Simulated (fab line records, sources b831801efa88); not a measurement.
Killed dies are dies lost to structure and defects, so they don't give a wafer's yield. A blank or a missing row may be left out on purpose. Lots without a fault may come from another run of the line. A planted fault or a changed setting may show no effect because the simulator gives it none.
fab line records | flow sky130
record lots=6 wafers=18 last_day=50
route steps=708 shown LDD_P@259 LDD_HVN@267 PAD_OPEN@708
lots that met no fault: from a run of the same line without faults
start_h: hours from the record's first day to the start of the lot's first wafer shown | wait_h: hours since the lot's step before | " the same as in the row above | L1.1+2: a row that stands for several wafers | - no value, or no start given | * or withheld: withheld | < > ~ a bound
route shown NAME@n: a module of which the file shows steps, and the number in the route of the first | usual: mean/standard deviation of fault-free wafers | same: alike in all rows | chamber/n: place in a boat | sites: the reading at each site | _std_site: their standard deviation | _edge_site: outer sites' mean less inner sites' | radius_mm: how far each site lies from the wafer's centre | mask NAME#n: copy n | behind: the tool/chamber that last shaped the wafer | hold: why the lot was held/for how many hours/how that ended | device: the transistor (n, p or np) that didn't switch | end of line: the same wafers' tests at the end of the route | a step without rows: its recipe alone | killed: dies lost to structure and defects at the first sort, not the wafer's yield | map: a wafer's dies, x killed, . not, _ none there
set.NAME: the setting as run; set.NAME@STEP: as run at that earlier step | model.NAME: the simulator's own value behind a step, which no gauge read
lots at some steps of the route; a table a step, a row a wafer
services: from which hour (start_h, from the record's first day; less than 0 if before it) a tool's chamber was out of use, for how many hours, and why
## steps
# step SKY_LDD_P_EXPOSE_04
# recipe mask_id=PSDM na=0.6 source_shape=conventional sigma_outer=0.6 polarization=unpolarized target_cd_nm=380 dose_mj=138
# step SKY_LDD_P_PEB_05
# recipe temp_c=withheld time_s=* resist=NOVOLAK
# step SKY_LDD_P_DEVELOP_06
# recipe resist=NOVOLAK developer=TMAH develop_time_s=60 dev_temp_c=23
# step SKY_LDD_P_CD_MEAS_07
# recipe target_cd_nm=380
# usual cd_nm=380.6/2.5
# columns lot.wafer tool chamber start_h wait_h cd_nm
L949.1 cd_sem-02 - 513.02 0.1 377.4
L949.3 " - " " 377.7
L949.6 " - " " 377.2
L950.4 cd_sem-01 - 513.98 0.1 378.6
L950.5 " - " " 381.1
L950.6 " - " " 380.4
L955.1 cd_sem-02 - 527.37 0.1 382.6
L955.3 " - " " 381.0
L955.6 " - " " 382.4
L954.1 cd_sem-01 - 529.41 0.1 384.0
L954.3 " - " " 386.5
L954.5 " - " " 388.6
L964.3 cd_sem-02 - 605.76 0.1 383.9
L964.4 " - " " 380.6
L964.5 " - " " 382.3
L967.2 cd_sem-01 - 626.78 0.1 381.9
L967.4 " - " " 383.5
L967.5 " - " " 381.3
# step SKY_LDD_P_OVL_MEAS_08
# usual LDD_P_OVL=0.9/1.3
# columns lot.wafer tool chamber start_h wait_h LDD_P_OVL[nm]
L949.1 overlay-02 - 513.14 0.1 -0.5
L949.3 " - " " 0.0
L949.6 " - " " 1.2
L950.4 overlay-02 - 514.05 0.1 0.7
L950.5 " - " " 1.1
L950.6 " - " " 0.5
L955.1 overlay-02 - 527.49 0.1 0.5
L955.3 " - " " 2.0
L955.6 " - " " 1.6
L954.1 overlay-02 - 529.53 0.1 0.5
L954.3 " - " " 1.6
L954.5 " - " " 1.0
L964.3 overlay-01 - 605.85 0.1 1.4
L964.4 " - " " 1.3
L964.5 " - " " 1.6
L967.2 overlay-01 - 626.89 0.1 1.0
L967.4 " - " " 3.2
L967.5 " - " " 2.3
# step SKY_LDD_P_IMPLANT_09
# recipe species=BF2 energy_kev=24.5 dose_cm2=1e+13 tilt_deg=withheld
# step SKY_LDD_P_STRIP_10
# recipe chemistry=O2/N2 power_w=1400 pressure_mtorr=1500 platen_temp_c=withheld o2_flow_sccm=3000 n2_flow_sccm=300 overash_fraction=0.5
# usual drypump_motor_current_A=5.86/0.26 oes_product_au=0.715/0.0041 strip_time_to_endpoint_s=14.18/0.039
# columns lot.wafer tool chamber start_h wait_h drypump_motor_current_A oes_product_au rf_hours_counter_h strip_time_to_endpoint_s
L949.1 plasma_asher-02 0 513.32 0.1 5.60 0.716 85 14.17
L949.3 " 0 " " 5.60 0.720 - 14.18
L949.6 " 1 " " 5.82 0.711 - 14.14
L950.4 plasma_asher-02 1 514.26 0.1 5.79 0.715 - 14.16
L950.5 " 1 " " 5.77 0.718 - 14.10
L950.6 " 0 " " 5.62 0.715 - 14.16
L955.1 plasma_asher-02 0 527.67 0.1 5.63 0.718 87 14.24
L955.3 " 1 " " 5.81 0.715 - 14.25
L955.6 " 1 " " 5.80 0.712 - 14.26
L954.1 plasma_asher-02 1 529.72 0.1 5.76 0.726 87 14.13
L954.3 " 0 " " 5.62 0.721 - 14.13
L954.5 " 1 " " 5.78 0.711 - 14.13
L964.3 plasma_asher-04 0 606.06 0.1 5.58 0.714 - 14.20
L964.4 " 1 " " 6.18 0.716 - 14.17
L964.5 " 0 " " 5.59 0.713 - 14.20
L967.2 plasma_asher-01 1 627.07 0.1 6.26 0.720 48 14.22
L967.4 " 1 " " 6.29 0.722 - 14.17
L967.5 " 1 " " 6.28 0.716 - 14.17
# step SKY_LDD_P_TW_MEAS_11
# usual LDD_P_TW=634/3.8
# columns lot.wafer tool chamber start_h wait_h LDD_P_TW
L949.1 film_metro-04 - 513.42 0.1 633
L949.3 " - " " 632
L949.6 " - " " 635
L950.4 film_metro-01 - 514.35 0.1 636
L950.5 " - " " 635
L950.6 " - " " 637
L955.1 film_metro-03 - 527.77 0.1 639
L955.3 " - " " 640
L955.6 " - " " 639
L954.1 film_metro-04 - 529.82 0.1 631
L954.3 " - " " 632
L954.5 " - " " 631
L964.3 film_metro-03 - 606.14 0.1 635
L964.4 " - " " 635
L964.5 " - " " 634
L967.2 film_metro-01 - 627.18 0.1 636
L967.4 " - " " 639
L967.5 " - " " 635
# step SKY_LDD_HVN_DEHYDRATE_00
# recipe temp_c=200 time_s=60
# step SKY_LDD_HVN_HMDS_01
# recipe prime_time_s=60 prime_temp_c=120
# step SKY_LDD_HVN_COAT_02
# recipe resist=NOVOLAK spin_rpm=3000 resist_thk_nm=300
# step SKY_LDD_HVN_SOFTBAKE_03
# recipe temp_c=90 time_s=60 resist=NOVOLAK
# step SKY_LDD_HVN_EXPOSE_04
# recipe mask_id=HVNTM na=0.6 source_shape=conventional sigma_outer=0.6 polarization=unpolarized target_cd_nm=700 dose_mj=127
# columns lot.wafer tool chamber start_h wait_h mask model.LDD_HVN.overlay_x_nm
L949.1+3+6 iline_stepper-01 0 528.75 - HVNTM#0 0.5758
L950.4+5+6 iline_stepper-01 0 530.57 - HVNTM#0 -2.843
L955.1+3+6 iline_stepper-01 0 543.18 - HVNTM#0 -80.65
L954.1+3+5 iline_stepper-01 0 544.92 - HVNTM#0 -83.78
L964.3+4+5 iline_stepper-02 0 620.23 - HVNTM#0 0.937
L967.2+4+5 iline_stepper-02 0 641.48 - HVNTM#0 -0.1391
# step SKY_LDD_HVN_PEB_05
# recipe temp_c=withheld time_s=* resist=NOVOLAK
# step SKY_LDD_HVN_DEVELOP_06
# recipe resist=NOVOLAK developer=TMAH develop_time_s=60 dev_temp_c=23
# step SKY_LDD_HVN_OVL_MEAS_07
# usual LDD_HVN_OVL=0.3/1.5
# columns lot.wafer tool chamber start_h wait_h LDD_HVN_OVL[nm]
L949.1 overlay-01 - 543.95 0.1 2.6
L949.3 " - " " 0.6
L949.6 " - " " 0.8
L950.4 overlay-02 - 545.24 0.1 -0.5
L950.5 " - " " -1.9
L950.6 " - " " -3.9
L955.1 overlay-01 - 557.75 0.1 -81.9
L955.3 " - " " -81.6
L955.6 " - " " -82.0
L954.1 overlay-01 - 559.57 0.1 -81.4
L954.3 " - " " -82.3
L954.5 " - " " -82.2
L964.3 overlay-02 - 634.73 0.1 -0.3
L964.4 " - " " 0.0
L964.5 " - " " -1.0
L967.2 overlay-02 - 656.36 0.1 -3.3
L967.4 " - " " -2.9
L967.5 " - " " -1.6
# step SKY_LDD_HVN_IMPLANT_08
# recipe species=P energy_kev=60.33 dose_cm2=3e+13 tilt_deg=40
# step SKY_PAD_OPEN_PROBE_99
# usual killed_at_M0_to_M3=43/7.5 killed_at_M4_up=3.0/1.6 killed_at_contacts=23/5.8 killed_at_front_end=14/4.8 killed_at_other=0.3/0.52 killed_dies=84/9.1 killed_on_rim=16/3.4 killed_open=47/7.2 killed_short=37/5.8
# same gross_dies=492 killed_at_back_side=0
# columns lot.wafer tool chamber start_h wait_h killed_at_M0_to_M3 killed_at_M4_up killed_at_contacts killed_at_front_end killed_at_other killed_dies killed_on_rim killed_open killed_short
L949.1 prober-02 - 1134.47 0.1 41 3 26 14 2 86 19 53 33
L949.3 prober-02 - 1134.57 0.2 33 1 28 14 0 76 19 44 32
L949.6 prober-02 - 1134.72 0.2 34 1 36 20 0 91 16 59 32
L955.1 prober-01 - 1140.09 0.1 35 3 33 15 0 86 22 53 33
L955.3 prober-01 - 1140.19 0.2 42 4 28 14 0 88 16 38 50
L955.6 prober-01 - 1140.34 0.2 35 2 23 14 0 74 9 33 41
# killed by level:class
L949.1 CONTACT:geometric_particle:open=14 METAL1:geometric_particle:short=10 VIA1:geometric_particle:open=8 VIA2:geometric_particle:open=6 VIA3:geometric_particle:open=5 CONTACT:geometric_particle:short=4 FIELD_ISO:geometric_particle:open=3 POLY_GATE:geometric_particle:short=3
L949.3 LI_CONTACT:geometric_particle:open=12 VIA1:geometric_particle:open=6 LOCAL_INTERCONNECT:geometric_particle:short=5 METAL1:geometric_particle:short=5 VIA3:geometric_particle:open=5 FIELD_ISO:geometric_particle:open=4 VIA2:geometric_particle:open=4 CONTACT:geometric_particle:open=4
L949.6 CONTACT:geometric_particle:open=13 LI_CONTACT:geometric_particle:open=11 VIA1:geometric_particle:open=8 CONTACT:geometric_particle:short=7 VIA2:geometric_particle:open=6 VIA3:geometric_particle:open=5 FIELD_ISO:geometric_particle:short=4 FIELD_ISO:geometric_particle:open=4
L955.1 LI_CONTACT:geometric_particle:open=15 VIA2:geometric_particle:open=8 METAL2:geometric_particle:short=7 LI_CONTACT:geometric_particle:short=6 VIA3:geometric_particle:open=6 CONTACT:geometric_particle:open=5 VIA1:geometric_particle:open=5 CONTACT:geometric_particle:short=4
L955.3 LI_CONTACT:geometric_particle:open=12 VIA1:geometric_particle:open=9 POLY_GATE:geometric_particle:short=6 VIA3:geometric_particle:short=6 LOCAL_INTERCONNECT:geometric_particle:short=6 METAL2:geometric_particle:short=6 CONTACT:geometric_particle:open=5 METAL1:geometric_particle:short=5
L955.6 FIELD_ISO:geometric_particle:short=8 VIA1:geometric_particle:short=8 LI_CONTACT:geometric_particle:open=7 VIA1:geometric_particle:open=7 VIA3:geometric_particle:open=6 CONTACT:geometric_particle:short=5 CONTACT:geometric_particle:open=5 POLY_GATE:geometric_particle:short=3
## services
# columns tool chamber start_h hours kind
iline_stepper-02 - 504.14 4.4 pm
iline_stepper-02 - 508.58 2.1 pm
plasma_asher-01 - 509.06 10.3 pm
iline_stepper-02 - 510.67 - consumable_replace:lamp
iline_stepper-02 - 523.39 1.7 pm
plasma_asher-01 - 531.64 4.3 pm
iline_stepper-01 - 572.61 0.6 repair
plasma_asher-02 - 614.75 4.3 pm
iline_stepper-01 - 617.93 15.5 repair
iline_stepper-01 - 640.08 1.7 pm
## key
first_sign step=SKY_LDD_HVN_OVL_MEAS_07 reading=LDD_HVN_OVL direction=down sigmas=55 usual=0.3 struck=-81.9
effect none on later readings
model_effect step=SKY_LDD_HVN_EXPOSE_04 value=LDD_HVN.overlay_x_nm without=-0.942 struck=-82.22
met_at SKY_LDD_HVN_EXPOSE_04
struck_wafers L954.1,L954.3,L954.5,L955.1,L955.3,L955.6
tester_left_out L954,L955
onset_between 530.57 543.18
also_fits SKY_LDD_P_STRIP_10:plasma_asher-02
fault kind=scanner_matching_overlay tool=iline_stepper-01 chamber=- onset_h=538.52 steps=SKY_LDD_HVN_EXPOSE_04 offset=-81.274
# tester_left_out: of these lots the tester's yield and bins aren't shown, on N5 and GAA mostly nor the transistor test; their killed dies are dies lost to structure and defects alone, not to doping, threshold or leakage, so they don't give the yield
